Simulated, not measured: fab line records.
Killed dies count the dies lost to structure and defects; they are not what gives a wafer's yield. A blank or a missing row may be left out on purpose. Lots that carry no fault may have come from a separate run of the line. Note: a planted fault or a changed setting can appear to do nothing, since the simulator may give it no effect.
Code-filled problem report in 8D (eight disciplines) form | flow gf180mcu | the parts of the form that need people (team, actions taken, sign-off) are left out

== 1. THE ISSUE ==
HV_LDD_4_TW at GF_HV_LDD_TW_MEAS_50 reads a mean of 527 on 6 wafers of 2 lots; wafers without a fault read 573 with a standard deviation of 4.4. Relative to the usual mean, that is a shift of -11 standard deviations.
First observed at day 15 04:40: wafer L316.1, on film metro-03. The record has a number at this step for 39 wafers belonging to 13 lots. By rule, "out" or "out of limits" means more than 4 standard deviations away from the usual mean. Any other wafer with a number is counted as sound.

== 2. WHAT IT IS AND WHAT IT IS NOT ==
question                    | is                           | is not
which readings at this step | HV_LDD_4_TW                  | -
which lots                  | L316, L317                   | L310, L311, L315, L322, L323, L325, L326, L327, L328, L330, L331
which wafers of those lots  | all that have a number       | -
read on which gauges        | film metro-02, film metro-03 | film metro-04
when                        | from day 15 04:40            | up to then (9 sound wafers); but 24 sound wafers of L322, L323, L325, L326, L327, L328, L330, L331 came after

== 3. SUSPECTS, AND WHAT RULES EACH OUT ==
Counting: any tool at a process step up to the reading is kept as a suspect provided that every lot that is out went through it and no sound lot did after the first of them.
- the gauge at GF_HV_LDD_TW_MEAS_50 is ruled out. The wafers that are out were read on 2 gauges (film metro-02, film metro-03).
- implanter-03 at GF_HV_LDD_IMPLANT_48: ruled out as a lasting fault. Sound lots L326, L328, L330, L331 ran on it after its first lot that is out, L316 (day 15 04:25).
Left after counting: nothing in the record.

== 4. THE CAUSE (what the simulator had put in) ==
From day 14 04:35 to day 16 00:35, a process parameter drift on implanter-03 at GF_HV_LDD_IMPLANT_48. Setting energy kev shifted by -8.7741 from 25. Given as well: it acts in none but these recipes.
The count ruled it out by mistake, since the rule takes a fault to strike every lot its tool runs from the start of the fault on, and this one did not do so.

== 5. THE CHAIN OF EFFECTS, in route order ==
Each row: a reading where the mean over the struck wafers with a number is more than 3 standard deviations away from the usual. Readings are gone through only where the record gives a usual standard deviation; hours: the median, over the lots, of the time from a lot's start at the first step in this table giving one to that lot's start at this step; sigmas: the change measured in usual standard deviations.
hours | step                 | reading         | usual  | on struck wafers | change | sigmas
0     | GF_HV_LDD_IMPLANT_48 | beam energy keV | 25.002 | 16.238           | -8.764 | -99 or more
0     | GF_HV_LDD_TW_MEAS_50 | HV_LDD_4_TW     | 573    | 527              | -46    | -11
It contains these process steps:
- GF_HV_LDD_IMPLANT_48
At these later measuring or inspecting steps, every struck wafer for which the step has a row has a number for every such reading, and none has moved that far: GF_PSD_OVL_MEAS_08.

== 6. WHAT WOULD HAVE CAUGHT IT SOONER ==
24 hours passed between the start of the fault at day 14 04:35 and the first reading out of limits at a measuring or inspecting step in this record, taken at day 15 04:40.
The tool's own readings at GF_HV_LDD_IMPLANT_48 were out on every struck wafer that the step has a row for (beam energy keV): an alarm limit on them would have fired on the first of those.
